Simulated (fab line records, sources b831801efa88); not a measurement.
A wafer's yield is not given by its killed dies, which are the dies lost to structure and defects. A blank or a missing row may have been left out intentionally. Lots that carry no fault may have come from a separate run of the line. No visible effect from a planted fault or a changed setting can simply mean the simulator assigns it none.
The same fault as seen by 2 desks :: flow sky130 :: what lay behind the numbers comes last; until then each desk has only its own

== METROLOGY DESK ==
What the gauges read, lot by lot, whatever tool the lot ran on: means of the sampled wafers that have a number. Any lot whose mean is over 4 standard deviations away from the usual mean is out of limits and marked OUT; that distance is given in the brackets.
Columns: A = LDD_P_OVL at SKY_LDD_P_OVL_MEAS_08, usual -0.7 nm
lot: L291
first seen here: day 18 08:36
A: 2.0

lot: L294
first seen here: day 19 09:20
A: 0.6

lot: L295
first seen here: day 20 07:28
A: 0.8

lot: L296
first seen here: day 20 09:01
A: 0.2

lot: L297
first seen here: day 20 20:48
A: 1.0

lot: L301
first seen here: day 22 12:34
A: -3.8

lot: L302
first seen here: day 22 22:26
A: -0.0

lot: L304
first seen here: day 24 07:11
A: -0.5

lot: L306
first seen here: day 25 14:09
A: -1.9

lot: L305
first seen here: day 25 14:27
A: -0.1

lot: L312
first seen here: day 27 18:10
A: -0.6

lot: L313
first seen here: day 28 02:22
A: 0.8
This desk's verdict: no lot among the 12 shows anything out of limits.

== AT THE TOOL OWNER'S DESK: iline stepper-02 ==
The tool's own readings at SKY_LDD_HVP_EXPOSE_04 (exposes mask HVPTM, target cd 700 nm): means of the sampled wafers that have a number, for each lot that ran on this tool. Any lot whose mean is over 4 standard deviations away from the usual mean is out of limits and marked OUT; that distance is given in the brackets.
Columns: A = exposure dose mJ cm2 at SKY_LDD_HVP_EXPOSE_04, usual 86.01
lot: L295
first seen here: day 22 06:07
A: 85.98

lot: L296
first seen here: day 22 08:21
A: 86.04

lot: L301
first seen here: day 24 08:13
A: 81.88 (-52) OUT

lot: L302
first seen here: day 24 18:59
A: 81.92 (-52) OUT

lot: L304
first seen here: day 26 04:04
A: 82.03 (-50) OUT

lot: L305
first seen here: day 27 10:21
A: 81.84 (-53) OUT
This desk finds L301, L302, L304, L305 out of limits, L301 being first, at day 24 08:13 (exposure dose mJ cm2 at SKY_LDD_HVP_EXPOSE_04). Within limits: L295, L296.

== BROUGHT TOGETHER ==
The tool owner's desk had the chance to raise an alarm at day 24 08:13 on L301, L302, L304, L305.
Nothing out of limits was seen by the metrology desk.
The metrology desk has L301, L302, L304, L305 on record, within its limits.
On iline stepper-02, each named lot ran SKY_LDD_HVP_EXPOSE_04.

== WHAT WAS PUT IN BY THE SIMULATOR ==
Process parameters drifting: iline stepper-02 at SKY_LDD_HVP_EXPOSE_04, beginning at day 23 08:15. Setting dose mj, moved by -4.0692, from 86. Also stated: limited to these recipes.
Struck lots among those shown: L301, L302, L304, L305.
Hours from the fault's start to each desk's first reading out of limits: the tool owner's desk, 24.
